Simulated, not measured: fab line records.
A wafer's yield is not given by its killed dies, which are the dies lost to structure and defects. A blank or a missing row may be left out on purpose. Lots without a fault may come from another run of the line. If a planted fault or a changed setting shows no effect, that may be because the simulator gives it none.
A struck lot beside a sound one | flow sky130 | 42 out of 708 route steps
Sound: wafers L983.1, L983.4, L983.6. Wafers struck: L988.1, L988.5, L988.6. The cause comes at the end.
At each step with rows: each side's tool, then ch and its chambers, then its first start. Under that, the readings that differ: sound wafers | struck wafers | difference of the means | sigmas: that difference in standard deviations of wafers without a fault.
alike: a reading whose means differ by less than 2 such deviations, as well as words and numbers matching on both sides. not compared: withheld readings; readings where some wafer has no value; bounds like >300 that might hide an equal value; numbers whose values overlap and for which the record gives no deviation.
A row with sigmas, a row that says differs or no value, or rows on one side alone: a step with any of these is where the two part. Numbers that have no deviation but don't overlap get no sigmas and don't part them. Lack of a reading on every wafer of one side parts them only where that side has two or more wafers.

SKY_NWELL_TW_MEAS_15:
  sound on film_metro-03, day 5 10:44; struck on film_metro-03, day 6 07:05
  alike: NWELL_TW
then, 7 steps without rows for these wafers: SKY_NWELL_DEHYDRATE_16 (time 60 s); SKY_NWELL_HMDS_17 (prime time 60 s); SKY_NWELL_COAT_18 (resist thk 3000 nm); SKY_NWELL_SOFTBAKE_19; SKY_NWELL_EXPOSE_20 (exposes mask NWM COMPLEMENT, target cd 840 nm); SKY_NWELL_PEB_21; SKY_NWELL_DEVELOP_22 (develop time 60 s).
SKY_NWELL_OVL_MEAS_23:
  sound on overlay-01, day 6 05:06; struck on overlay-02, day 7 02:12
  alike: NWELL_01_OVL
next, for these wafers, 1 step has no rows: SKY_NWELL_IMPLANT_24.
SKY_NWELL_STRIP_25: strips in O2/N2.
  sound on plasma_asher-02 ch 0,1, day 6 05:17; struck on plasma_asher-02 ch 0,1, day 7 02:23
  alike: chamber_pressure_mTorr, drypump_motor_current_A, oes_product_au, strip_time_to_endpoint_s
  not compared: rf_hours_counter_h
SKY_NWELL_TW_MEAS_26:
  sound on film_metro-03, day 6 05:23; struck on film_metro-03, day 7 02:29
  alike: NWELL_2_TW
SKY_NWELL_CLEAN_27: cleans in SC1/SC2, time 150 s.
  sound on wet_bench-03 ch 3, day 6 05:26; struck on wet_bench-03 ch 3, day 7 02:33
SKY_NWELL_RTA_28: time 30 s.
  sound on rtp_anneal-02 ch 0, day 6 05:30; struck on rtp_anneal-02 ch 0, day 7 02:36
  alike: lamp_power_pct, wafer_temp_C_max
SKY_NWELL_RS_MEAS_29: measurement is done with a four-point probe.
  sound on film_metro-04, day 6 05:36; struck on film_metro-03, day 7 02:42
  alike: NWELL_RS
SKY_NWELL_RS_MEAS_31: measurement is done with a four-point probe.
  sound on film_metro-04, day 6 05:50; struck on film_metro-03, day 7 02:56
  alike: PWDE_RS
then, 7 steps without rows for these wafers: SKY_VT_ADJUST_HVTP_DEHYDRATE_00 (time 60 s); SKY_VT_ADJUST_HVTP_HMDS_01 (prime time 60 s); SKY_VT_ADJUST_HVTP_COAT_02 (resist thk 1140 nm); SKY_VT_ADJUST_HVTP_SOFTBAKE_03 (time 60 s); SKY_VT_ADJUST_HVTP_EXPOSE_04 (exposes mask HVTPM, target cd 380 nm); SKY_VT_ADJUST_HVTP_PEB_05; SKY_VT_ADJUST_HVTP_DEVELOP_06 (develop time 60 s).
SKY_VT_ADJUST_HVTP_CD_MEAS_07: the cd target is 380 nm.
  sound on cd_sem-01, day 7 00:32; struck on cd_sem-01, day 7 22:54
  alike: cd_nm
SKY_VT_ADJUST_HVTP_OVL_MEAS_08:
  sound on overlay-02, day 7 00:40; struck on overlay-02, day 7 23:01
  alike: VT_ADJUST_HVTP_OVL
next, for these wafers, 1 step has no rows: SKY_VT_ADJUST_HVTP_IMPLANT_09.
SKY_VT_ADJUST_HVTP_STRIP_10: strips in O2/N2.
  sound on plasma_asher-04 ch 0,1, day 7 00:51; struck on plasma_asher-04 ch 0,1, day 7 23:13
  reading                      | sound             | struck            | difference | sigmas
  strip_time_to_endpoint_s (s) | 14.15 14.18 14.13 | 14.25 14.23 14.22 | +0.08      | +2
  alike: chamber_pressure_mTorr, drypump_motor_current_A, oes_product_au
  not compared: rf_hours_counter_h
SKY_VT_ADJUST_HVTP_TW_MEAS_11:
  sound on film_metro-04, day 7 00:57; struck on film_metro-04, day 7 23:19
  alike: VT_ADJUST_HVTP_TW
then, 7 steps without rows for these wafers: SKY_VT_ADJUST_LVTN_DEHYDRATE_00 (time 60 s); SKY_VT_ADJUST_LVTN_HMDS_01 (prime time 60 s); SKY_VT_ADJUST_LVTN_COAT_02 (resist thk 3000 nm); SKY_VT_ADJUST_LVTN_SOFTBAKE_03; SKY_VT_ADJUST_LVTN_EXPOSE_04 (exposes mask NWM COMPLEMENT LESS NATIVE, target cd 840 nm); SKY_VT_ADJUST_LVTN_PEB_05; SKY_VT_ADJUST_LVTN_DEVELOP_06 (develop time 60 s).
SKY_VT_ADJUST_LVTN_OVL_MEAS_07:
  sound on overlay-02, day 7 19:57; struck on overlay-02, day 8 19:59
  alike: VT_ADJUST_LVTN_OVL
next, for these wafers, 1 step has no rows: SKY_VT_ADJUST_LVTN_IMPLANT_08.
SKY_VT_ADJUST_LVTN_STRIP_09: strips in O2/N2.
  sound on plasma_asher-01 ch 0,1, day 7 20:08; struck on plasma_asher-03 ch 0,1, day 8 20:11
  alike: chamber_pressure_mTorr, drypump_motor_current_A, oes_product_au, strip_time_to_endpoint_s
  not compared: rf_hours_counter_h
SKY_VT_ADJUST_LVTN_TW_MEAS_10:
  sound on film_metro-03, day 7 20:14; struck on film_metro-03, day 8 20:17
  alike: VT_ADJUST_LVTN_TW
then, 2 steps without rows for these wafers: SKY_VT_ADJUST_LVTN_DEHYDRATE_11 (time 60 s); SKY_VT_ADJUST_LVTN_HMDS_12 (prime time 60 s).
-- here the record skips 39 days between the struck wafers' starts before and after, leaving off in module VT_ADJUST_LVTN and picking up in module PAD_OPEN (first step shown: number 708 of the route) --
SKY_PAD_OPEN_PROBE_99:
  sound on prober-02, day 46 18:49; struck on prober-02, day 47 14:55
  reading             | sound    | struck      | difference | sigmas
  killed_at_front_end | 16 29 14 | 71 64 55    | +44        | +9
  killed_at_other     | 3 2 1    | 0 0 0       | -2         | -3
  killed_dies         | 82 92 93 | 143 132 122 | +43        | +5
  killed_on_rim       | 19 18 18 | 31 21 26    | +8         | +2
  alike: killed_at_M0_to_M3, killed_at_M4_up, killed_at_contacts, killed_open, killed_short

## WHERE THEY PART
Earliest at SKY_VT_ADJUST_HVTP_STRIP_10; latest, in this record, at SKY_PAD_OPEN_PROBE_99.

WHY: whatever the simulator had introduced
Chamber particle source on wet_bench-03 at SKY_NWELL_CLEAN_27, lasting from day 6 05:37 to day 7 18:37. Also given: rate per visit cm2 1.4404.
